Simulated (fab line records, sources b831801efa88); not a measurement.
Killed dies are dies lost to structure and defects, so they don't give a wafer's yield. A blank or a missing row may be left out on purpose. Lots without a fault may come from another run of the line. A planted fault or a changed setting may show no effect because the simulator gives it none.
Which tool did it? | flow sky130 | 15 lots, 45 wafers sampled, at 4 steps of a route of 708

WHAT THE GAUGES READ, wafer by wafer
SKY_VT_ADJUST_LVTN_TW_MEAS_10. Usual: VT_ADJUST_LVTN_TW 241, standard deviation 3.1.
lot  | measured     | on            | VT_ADJUST_LVTN_TW | flag
L567 | day 6 23:07  | film_metro-04 | 245 245 245       |
L568 | day 7 00:23  | film_metro-04 | 246 243 247       |
L569 | day 7 11:42  | film_metro-04 | 243 245 244       |
L570 | day 8 09:45  | film_metro-01 | 237 239 236       |
L571 | day 8 13:55  | film_metro-01 | 237 236 237       |
L575 | day 9 18:21  | film_metro-01 | 240 240 238       |
L577 | day 9 23:45  | film_metro-03 | 239 239 239       |
L579 | day 10 05:16 | film_metro-03 | 238 239 239       |
L580 | day 11 00:58 | film_metro-01 | 239 239 240       |
L581 | day 11 01:39 | film_metro-03 | 239 237 238       |
L582 | day 11 08:09 | film_metro-04 | 246 246 246       |
L583 | day 11 15:34 | film_metro-01 | 238 240 238       |
L586 | day 12 05:58 | film_metro-04 | 244 244 245       |
L587 | day 12 09:15 | film_metro-04 | 245 244 244       |
L589 | day 12 22:43 | film_metro-04 | 244 244 244       |

SKY_VT_ADJUST_PCH_OVL_MEAS_07. Usual: VT_ADJUST_PCH_OVL 0.5 nm, standard deviation 1.4.
lot  | measured     | on         | VT_ADJUST_PCH_OVL (nm) | flag
L567 | day 10 12:27 | overlay-02 | 3.5 1.2 1.7            |
L568 | day 10 12:53 | overlay-01 | -1.9 -0.2 -2.1         |
L569 | day 11 02:59 | overlay-02 | -0.1 0.0 -1.0          |
L570 | day 12 06:06 | overlay-02 | 0.4 0.2 0.6            |
L571 | day 12 08:15 | overlay-02 | 0.7 1.4 3.3            |
L575 | day 13 19:34 | overlay-01 | -0.6 0.3 0.0           |
L577 | day 13 23:36 | overlay-02 | -0.9 1.2 0.8           |
L579 | day 14 06:29 | overlay-01 | -0.1 0.4 -0.9          |
L580 | day 15 05:14 | overlay-02 | 0.2 3.9 2.3            |
L581 | day 15 07:17 | overlay-01 | -2.8 -0.4 0.7          |
L582 | day 15 13:21 | overlay-02 | -0.3 0.3 0.1           |
L583 | day 15 22:36 | overlay-02 | 0.6 -0.7 0.1           |
L586 | day 16 16:59 | overlay-02 | 1.0 1.9 2.4            |
L587 | day 16 19:38 | overlay-01 | -0.9 -0.3 0.1          |
L589 | day 17 11:41 | overlay-02 | 0.5 1.6 0.6            |

SKY_POLY_GATE_THK_MEAS_04. Usual: POLY_GATE_CVD_03_THK 75.3 nm, standard deviation 0.88.
lot  | measured     | on            | POLY_GATE_CVD_03_THK (nm) | flag
L567 | day 15 03:07 | film_metro-02 | 74.9 75.0 74.8            |
L568 | day 15 07:20 | film_metro-04 | 74.6 74.6 74.7            |
L569 | day 16 00:18 | film_metro-04 | 74.1 74.3 74.3            |
L570 | day 17 05:03 | film_metro-02 | 74.6 74.2 74.6            |
L571 | day 17 10:27 | film_metro-04 | 74.4 74.8 74.5            |
L575 | day 19 02:55 | film_metro-02 | 76.9 76.6 76.1            |
L577 | day 19 08:40 | film_metro-02 | 76.8 76.6 76.5            |
L579 | day 19 20:38 | film_metro-03 | 76.8 76.5 75.9            |
L580 | day 20 16:40 | film_metro-03 | 76.3 76.0 75.7            |
L586 | day 22 10:14 | film_metro-04 | 74.6 74.4 74.7            |
L587 | day 22 18:14 | film_metro-02 | 74.6 75.0 74.4            |
L589 | day 23 04:03 | film_metro-03 | 75.2 75.9 75.6            |

WHICH TOOL RAN EACH LOT (tool, then ch and the chambers of the sampled wafers, then the start)
lot  | SKY_GATE_OXIDE_EXPOSE_07
L567 | iline_stepper-02 ch 0, day 13 06:11
L568 | iline_stepper-01 ch 0, day 13 10:08
L569 | iline_stepper-01 ch 0, day 14 00:56
L570 | iline_stepper-01 ch 0, day 15 06:33
L571 | iline_stepper-02 ch 0, day 15 09:52
L575 | iline_stepper-02 ch 0, day 17 00:59
L577 | iline_stepper-02 ch 0, day 17 06:59
L579 | iline_stepper-01 ch 0, day 17 14:57
L580 | iline_stepper-01 ch 0, day 18 13:23
L581 | iline_stepper-01, day 18 18:40
L582 | iline_stepper-01, day 19 02:59
L583 | iline_stepper-02, day 19 10:41
L586 | iline_stepper-01 ch 0, day 20 06:24
L587 | iline_stepper-02 ch 0, day 20 09:05
L589 | iline_stepper-01 ch 0, day 20 23:46
- SKY_GATE_OXIDE_EXPOSE_07: exposes mask LVOM, target cd 600 nm.

WHAT THE TOOLS THEMSELVES READ (means of the sampled wafers that have a number; where no wafer has one, the mark that the record gives instead)
SKY_GATE_OXIDE_EXPOSE_07. Usual: exposure_dose_mJ_cm2 170.01, standard deviation 0.14; focus_offset_nm 0.0 nm, standard deviation 0.55.
lot  | tool             | exposure_dose_mJ_cm2 | focus_offset_nm (nm) | flag
L567 | iline_stepper-02 | 169.92               | 0.2                  |
L568 | iline_stepper-01 | 170.00               | -0.6                 |
L569 | iline_stepper-01 | 169.99               | 0.5                  |
L570 | iline_stepper-01 | 169.98               | 0.1                  |
L571 | iline_stepper-02 | 170.12               | -0.3                 |
L575 | iline_stepper-02 | 169.80               | -0.1                 |
L577 | iline_stepper-02 | 170.24               | -1.1                 |
L579 | iline_stepper-01 | 169.98               | 0.0                  |
L580 | iline_stepper-01 | 169.95               | 0.0                  |
L581 | iline_stepper-01 | -                    | -                    | OFF
L582 | iline_stepper-01 | -                    | -                    | OFF
L583 | iline_stepper-02 | -                    | -                    | OFF
L586 | iline_stepper-01 | 169.95               | -0.5                 |
L587 | iline_stepper-02 | 169.96               | -0.5                 |
L589 | iline_stepper-01 | 170.13               | -0.1                 |

THE ANSWER, worked out from the rows above alone
Rule: a lot is off if the mean of its wafers that have a number lies more than 3 standard deviations from the usual mean. A lot without any number at a reading at which 4 lots or more have one is off too. The other lots that the step has rows for count as sound. The gauges are gone through in route order, then the tools' own readings, and for those a lot's mean is taken as printed above. The first step at which some lot is off is used, and at that step the reading that is off furthest; a lot without a number counts as furthest.
Off: L581, L582, L583, at SKY_GATE_OXIDE_EXPOSE_07 (exposure_dose_mJ_cm2). Without a number there: L581, L582, L583.
A tool fits if, at that step or a process step before it, it ran every lot that is off, and no sound lot after the first of them. None of those tried fits.

WHAT THE SIMULATOR HAD PUT IN
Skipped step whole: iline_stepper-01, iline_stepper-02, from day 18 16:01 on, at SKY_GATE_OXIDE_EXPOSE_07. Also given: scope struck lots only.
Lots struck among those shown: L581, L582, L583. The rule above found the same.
